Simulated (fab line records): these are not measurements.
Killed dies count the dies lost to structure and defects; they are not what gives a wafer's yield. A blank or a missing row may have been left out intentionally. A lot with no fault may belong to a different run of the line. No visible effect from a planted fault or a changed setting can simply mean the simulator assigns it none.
The tool behind it: which one? + flow sky130 + Sampling: 12 lots, 36 wafers, 5 of 708 route steps

WHAT THE GAUGES SHOWED, per wafer
No reading from a measuring or inspecting step in the record can be judged against a usual standard deviation.

WHAT TOOL EACH LOT RAN ON (gives the tool, then ch and the chambers of the sampled wafers, and finally the start)
| lot  | SKY_VIA1_ETCH_14                   | SKY_VIA1_ETCH_15                   | SKY_METAL2_SPUTTER_00        | SKY_METAL2_DEVELOP_14             | SKY_PAD_OPEN_PROBE_99   |
|------|------------------------------------|------------------------------------|------------------------------|-----------------------------------|-------------------------|
| L497 | rie diel-02 ch 2,3, day 35 15:22   | rie diel-02 ch 2,3, day 35 15:24   | pvd sputter-01, day 35 16:40 | litho track-01 ch 0, day 36 18:00 | prober-01, day 47 02:02 |
| L500 | rie diel-01 ch 1,2,3, day 35 16:05 | rie diel-01 ch 1,2,3, day 35 16:08 | pvd sputter-04, day 35 17:28 | litho track-04 ch 0, day 36 20:00 | prober-02, day 47 01:46 |
| L498 | rie diel-02 ch 1,2, day 35 22:20   | rie diel-02 ch 1,2, day 35 22:22   | pvd sputter-01, day 35 23:50 | litho track-02 ch 0, day 37 01:00 | prober-01, day 47 07:23 |
| L502 | rie diel-02 ch 0,1,3, day 36 08:46 | rie diel-02 ch 0,1,3, day 36 08:48 | pvd sputter-01, day 36 10:09 | litho track-04 ch 0, day 37 11:00 | prober-02, day 47 13:15 |
| L501 | rie diel-01 ch 0,1,3, day 36 10:27 | rie diel-01 ch 0,1,3, day 36 10:29 | pvd sputter-01, day 36 11:48 | litho track-02 ch 0, day 37 14:00 | prober-01, day 47 17:37 |
| L504 | rie diel-03 ch 0,3, day 36 23:19   | rie diel-03 ch 0,3, day 36 23:21   | pvd sputter-03, day 37 00:38 | litho track-04 ch 0, day 38 02:00 | prober-01, day 48 03:22 |
| L505 | rie diel-01 ch 1,3, day 37 08:39   | rie diel-01 ch 1,3, day 37 08:42   | pvd sputter-01, day 37 10:04 | litho track-02 ch 0, day 38 11:00 | prober-02, day 48 11:57 |
| L508 | rie diel-03 ch 0,1,2, day 38 05:04 | rie diel-03 ch 0,1,2, day 38 05:07 | pvd sputter-03, day 38 06:25 | litho track-01 ch 0, day 39 07:00 | prober-01, day 49 02:55 |
| L514 | rie diel-02 ch 1,3, day 39 19:04   | rie diel-02 ch 1,3, day 39 19:06   | pvd sputter-04, day 39 20:28 | litho track-04 ch 0, day 40 20:00 | prober-01, day 50 03:55 |
| L516 | rie diel-01 ch 1,2,3, day 40 15:03 | rie diel-01 ch 1,2,3, day 40 15:05 | pvd sputter-04, day 40 16:22 | litho track-04 ch 0, day 41 15:00 | prober-01, day 50 18:06 |
| L517 | rie diel-03 ch 0,1,3, day 40 20:13 | rie diel-03 ch 0,1,3, day 40 20:15 | pvd sputter-01, day 40 21:31 | litho track-04 ch 0, day 41 21:00 | prober-02, day 50 21:34 |
| L519 | rie diel-02 ch 0,2,3, day 41 05:40 | rie diel-02 ch 0,2,3, day 41 05:42 | pvd sputter-01, day 41 07:01 | litho track-01 ch 0, day 42 06:00 | prober-02, day 51 05:01 |
- SKY_VIA1_ETCH_14: etches BARC in N2/H2, stops on SiO2, time 45.9 s, target depth 60 nm.
- SKY_VIA1_ETCH_15: etches SiO2 in C4F8/O2/Ar, stops on TiN, target depth 351 nm, time 54 s.
- SKY_METAL2_SPUTTER_00: material Ti, target thk 15 nm, time 10 s.
- SKY_METAL2_DEVELOP_14: develop time 60 s.
- SKY_PAD_OPEN_PROBE_99

WHAT THE TOOLS THEMSELVES READ (means of the sampled wafers that have a number; where no wafer has one, the mark that the record gives instead)
SKY_VIA1_ETCH_14. Usual: bias w 99.96 W, standard deviation 0.3; drypump motor current A 5.9 A, standard deviation 0.44; n2 flow sccm 100.1 sccm, standard deviation 0.31; oes product au 0.855 a.u., standard deviation 0.0048; throttle valve pct 13.225 %, standard deviation 0.009.
| lot  | tool        | bias w (W) | drypump motor current A (A) | n2 flow sccm (sccm) | oes product au (a.u.) | throttle valve pct (%) | flag |
|------|-------------|------------|-----------------------------|---------------------|-----------------------|------------------------|------|
| L497 | rie diel-02 | 99.89      | 5.4                         | 99.8                | 0.850                 | 13.231                 |      |
| L500 | rie diel-01 | 100.17     | 5.6                         | 100.1               | 0.858                 | 13.225                 |      |
| L498 | rie diel-02 | 99.71      | 6.1                         | 100.3               | 0.851                 | 13.225                 |      |
| L502 | rie diel-02 | 100.35     | 6.0                         | 100.2               | 0.858                 | 13.225                 |      |
| L501 | rie diel-01 | 100.05     | 5.8                         | 99.9                | 0.853                 | 13.227                 |      |
| L504 | rie diel-03 | 99.96      | 6.3                         | 99.9                | 0.854                 | 13.226                 |      |
| L505 | rie diel-01 | 99.90      | 5.8                         | 100.0               | 0.855                 | 13.232                 |      |
| L508 | rie diel-03 | 99.97      | 6.2                         | 99.8                | 0.856                 | 13.229                 |      |
| L514 | rie diel-02 | 99.91      | 6.2                         | 100.4               | 0.854                 | 13.223                 |      |
| L516 | rie diel-01 | 100.12     | 5.6                         | 99.8                | 0.860                 | 13.222                 |      |
| L517 | rie diel-03 | 100.11     | 6.1                         | 99.8                | 0.858                 | 13.222                 |      |
| L519 | rie diel-02 | 100.31     | 5.6                         | 100.1               | 0.856                 | 13.223                 |      |

SKY_VIA1_ETCH_15. Usual: bias w 1200 W, standard deviation 3.5; oes product au 0.981 a.u., standard deviation 0.006.
| lot  | tool        | bias w (W) | oes product au (a.u.) | flag |
|------|-------------|------------|-----------------------|------|
| L497 | rie diel-02 | 1202       | 0.984                 |      |
| L500 | rie diel-01 | 1201       | 0.981                 |      |
| L498 | rie diel-02 | 1196       | 0.981                 |      |
| L502 | rie diel-02 | 1200       | 0.982                 |      |
| L501 | rie diel-01 | 1201       | 0.980                 |      |
| L504 | rie diel-03 | 1197       | 0.976                 |      |
| L505 | rie diel-01 | 1200       | 0.981                 |      |
| L508 | rie diel-03 | 1203       | 0.984                 |      |
| L514 | rie diel-02 | 1198       | 0.982                 |      |
| L516 | rie diel-01 | 1201       | 0.985                 |      |
| L517 | rie diel-03 | 1202       | 0.984                 |      |
| L519 | rie diel-02 | 1196       | 0.975                 |      |

SKY_METAL2_SPUTTER_00. Usual: cathode dc power W 3000.0 W, standard deviation 0.58; throttle valve pct 30.3 %, standard deviation 1.2.
| lot  | tool           | cathode dc power W (W) | throttle valve pct (%) | flag |
|------|----------------|------------------------|------------------------|------|
| L497 | pvd sputter-01 | 3000.5                 | 30.9                   |      |
| L500 | pvd sputter-04 | 2999.8                 | 30.4                   |      |
| L498 | pvd sputter-01 | 3000.1                 | 30.5                   |      |
| L502 | pvd sputter-01 | 3000.1                 | 31.1                   |      |
| L501 | pvd sputter-01 | 3000.3                 | 31.2                   |      |
| L504 | pvd sputter-03 | 3000.3                 | 29.8                   |      |
| L505 | pvd sputter-01 | 3000.1                 | 29.9                   |      |
| L508 | pvd sputter-03 | 3000.0                 | 30.2                   |      |
| L514 | pvd sputter-04 | 3000.4                 | 29.2                   |      |
| L516 | pvd sputter-04 | 2999.9                 | 30.4                   |      |
| L517 | pvd sputter-01 | 3000.5                 | 31.0                   |      |
| L519 | pvd sputter-01 | 3000.0                 | 30.1                   |      |

SKY_METAL2_DEVELOP_14. Usual: developer temp C reads 21.01 C (standard deviation 0.1).
| lot  | tool           | developer temp C (C) | flag |
|------|----------------|----------------------|------|
| L497 | litho track-01 | 21.03                |      |
| L500 | litho track-04 | 21.00                |      |
| L498 | litho track-02 | 21.05                |      |
| L502 | litho track-04 | 21.83                | OFF  |
| L501 | litho track-02 | 21.00                |      |
| L504 | litho track-04 | 21.92                | OFF  |
| L505 | litho track-02 | 20.85                |      |
| L508 | litho track-01 | 20.97                |      |
| L514 | litho track-04 | 21.01                |      |
| L516 | litho track-04 | 21.04                |      |
| L517 | litho track-04 | 21.15                |      |
| L519 | litho track-01 | 20.91                |      |

SKY_PAD_OPEN_PROBE_99. Usual: defect limited yield 82.2 %, standard deviation 1.9; killed_at_M0_to_M3 44, standard deviation 6.7; killed_at_M4_up 3.1, standard deviation 1.8; killed at contacts 24, standard deviation 5.1; killed at front end 16, standard deviation 4.7; killed at other 0.3, standard deviation 0.59; killed dies 88, standard deviation 9.6; killed open 48, standard deviation 7.3; killed short 39, standard deviation 6.5; sort_bin_3_pad_short 0.9 %, standard deviation 0.43; sort_bin_5_function 10.6 %, standard deviation 1.6; sort_bin_6_memory 6.3 %, standard deviation 1.1; sort n pass 404, standard deviation 9.6; sort yield pct 82.2 %, standard deviation 1.9.
| lot  | tool      | defect limited yield (%) | killed_at_M0_to_M3 | killed_at_M4_up | killed at contacts | killed at front end | killed at other | killed dies | killed open | killed short | sort_bin_3_pad_short (%) | sort_bin_5_function (%) | sort_bin_6_memory (%) | sort n pass | sort yield pct (%) | flag |
|------|-----------|--------------------------|--------------------|-----------------|--------------------|---------------------|-----------------|-------------|-------------|--------------|--------------------------|-------------------------|-----------------------|-------------|--------------------|------|
| L497 | prober-01 | 80.8                     | 45                 | 4.3             | 24                 | 20                  | 1.3             | 94          | 47          | 46           | 1.2                      | 10.9                    | 7.0                   | 398         | 80.8               |      |
| L500 | prober-02 | 82.5                     | 44                 | 2.0             | 25                 | 15                  | 0.0             | 86          | 53          | 33           | 0.4                      | 11.3                    | 5.8                   | 406         | 82.5               |      |
| L498 | prober-01 | 84.4                     | 47                 | 2.7             | 17                 | 10                  | 0.0             | 77          | 41          | 35           | 0.5                      | 9.0                     | 6.0                   | 415         | 84.4               |      |
| L502 | prober-02 | 83.9                     | 38                 | 5.0             | 21                 | 15                  | 0.0             | 79          | 45          | 34           | 0.7                      | 9.3                     | 6.1                   | 413         | 83.9               |      |
| L501 | prober-01 | 81.6                     | 43                 | 4.7             | 23                 | 19                  | 0.7             | 91          | 50          | 41           | 1.1                      | 10.7                    | 6.6                   | 401         | 81.6               |      |
| L504 | prober-01 | 83.8                     | 40                 | 4.0             | 26                 | 10                  | 0.0             | 80          | 36          | 44           | 1.0                      | 9.1                     | 6.1                   | 412         | 83.8               |      |
| L505 | prober-02 | 80.7                     | 51                 | 3.3             | 27                 | 13                  | 0.0             | 95          | 53          | 41           | 0.5                      | 12.3                    | 6.4                   | 397         | 80.7               |      |
| L508 | prober-01 | 82.3                     | 45                 | 2.3             | 23                 | 17                  | 0.0             | 87          | 45          | 42           | 0.8                      | 10.6                    | 6.4                   | 405         | 82.3               |      |
| L514 | prober-01 | 82.3                     | 46                 | 2.3             | 24                 | 14                  | 0.3             | 87          | 49          | 38           | 0.9                      | 10.5                    | 6.4                   | 405         | 82.3               |      |
| L516 | prober-01 | 82.8                     | 45                 | 4.0             | 19                 | 15                  | 0.7             | 84          | 45          | 39           | 0.7                      | 10.2                    | 6.2                   | 408         | 82.8               |      |
| L517 | prober-02 | 82.9                     | 41                 | 4.0             | 23                 | 16                  | 0.0             | 84          | 44          | 40           | 0.9                      | 9.9                     | 6.2                   | 408         | 82.9               |      |
| L519 | prober-02 | 81.5                     | 44                 | 3.0             | 28                 | 16                  | 0.3             | 91          | 53          | 38           | 1.2                      | 11.4                    | 5.9                   | 401         | 81.5               |      |

THE ANSWER, worked out from the rows above alone
Rule: lot off if the mean of its wafers having a number is beyond 3 standard deviations from the usual mean. A lot without any number at a reading at which 4 lots or more have one is off too. All remaining lots with rows at the step are treated as sound. Order of review: gauges by route order, followed by the tools' own readings, for which a lot's mean as printed above is used. At the first step where some lot is off, the reading lying furthest off is the one used; lots without a number count as furthest.
Off: L502, L504 (SKY_METAL2_DEVELOP_14, developer temp C).
A tool fits if, at that step or a process step before it, it ran every lot that is off, and no sound lot after the first of them. No candidate that was tried fits.

WHAT THE SIMULATOR HAD PUT IN
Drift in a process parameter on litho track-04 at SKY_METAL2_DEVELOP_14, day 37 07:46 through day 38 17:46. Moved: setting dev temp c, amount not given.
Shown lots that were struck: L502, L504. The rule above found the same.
